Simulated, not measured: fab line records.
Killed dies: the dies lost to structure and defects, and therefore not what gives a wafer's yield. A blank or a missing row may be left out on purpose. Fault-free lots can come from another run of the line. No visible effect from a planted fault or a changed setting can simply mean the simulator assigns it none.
Code-filled problem report in 8D (eight disciplines) form    flow gf180mcu    the parts of the form that need people (team, actions taken, sign-off) are left out

== 1. THE ISSUE ==
Wafers without a fault read 397.6 W, standard deviation 1.3; rf fwd power W at GF_HV_LDD_ETCHBACK_58 reads a mean of 462.2 W on 6 wafers belonging to 2 lots. That is +50 standard deviations from the usual mean.
The step: etches Si3N4 in CH3F/O2, stops on SiO2, time 100 s, target depth 90 nm.
Earliest sighting: wafer L569.1 on rie diel-02 at day 19 02:26. Wafers with a number at this step in the record: 12, from 4 lots. Rule for "out" (also "out of limits"): further than 4 standard deviations from the usual mean. All remaining wafers that have a number are taken as sound.

== 2. WHAT IT IS, WHAT IT ISN'T ==
question                     is                      is not
which readings at this step  rf fwd power W          drypump motor current A, oes product au, throttle valve pct
which lots                   L569, L570              L558, L573
which wafers of those lots   all that have a number  -
read on which tools          rie diel-02             rie diel-04
when                         from day 19 02:26       up to then (3 sound wafers); but 3 sound wafers of L573 came after

== 3. WHAT RULES OUT EACH SUSPECT ==
Counting: a tool at any process step up to the reading remains a suspect when it ran all the lots that are out and ran no sound lot after the first of those.
- rie diel-02 at GF_HV_LDD_ETCHBACK_58 (etches Si3N4 in CH3F/O2, stops on SiO2, time 100 s, target depth 90 nm): kept. It ran every lot that is out, first L569 (day 19 02:26), and no sound lot after that; its last sound lot up to then is L558 (day 15 02:10). Its own readings are out on those wafers: rf fwd power W.
Remaining after the count: rie diel-02 at GF_HV_LDD_ETCHBACK_58.

== 4. THE CAUSE (what the simulator had put in) ==
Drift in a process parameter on rie diel-02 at GF_HV_LDD_ETCHBACK_58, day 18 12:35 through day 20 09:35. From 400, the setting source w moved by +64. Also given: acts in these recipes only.
Only this tool survived the counting.

== 5. SEQUENCE OF EFFECTS, ordered by route ==
One row per reading whose mean, taken over the struck wafers that have a number, lies over 3 standard deviations from the usual. Readings are gone through only where the record gives a usual standard deviation; hours: the median, over the lots, of the time from a lot's start at the first step in this table giving one to that lot's start at this step; sigmas: the change measured in usual standard deviations.
hours  step                   reading         usual    on struck wafers  change  sigmas
0      GF_HV_LDD_ETCHBACK_58  rf fwd power W  397.6 W  462.2             +64.6   +50
It contains these process steps:
- GF_HV_LDD_ETCHBACK_58: etches Si3N4 in CH3F/O2, stops on SiO2, time 100 s, target depth 90 nm.

== 6. WHAT WOULD HAVE CAUGHT IT SOONER ==
In this record no reading fell out of limits until day 19 02:26, 14 hours after the fault had begun at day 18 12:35.
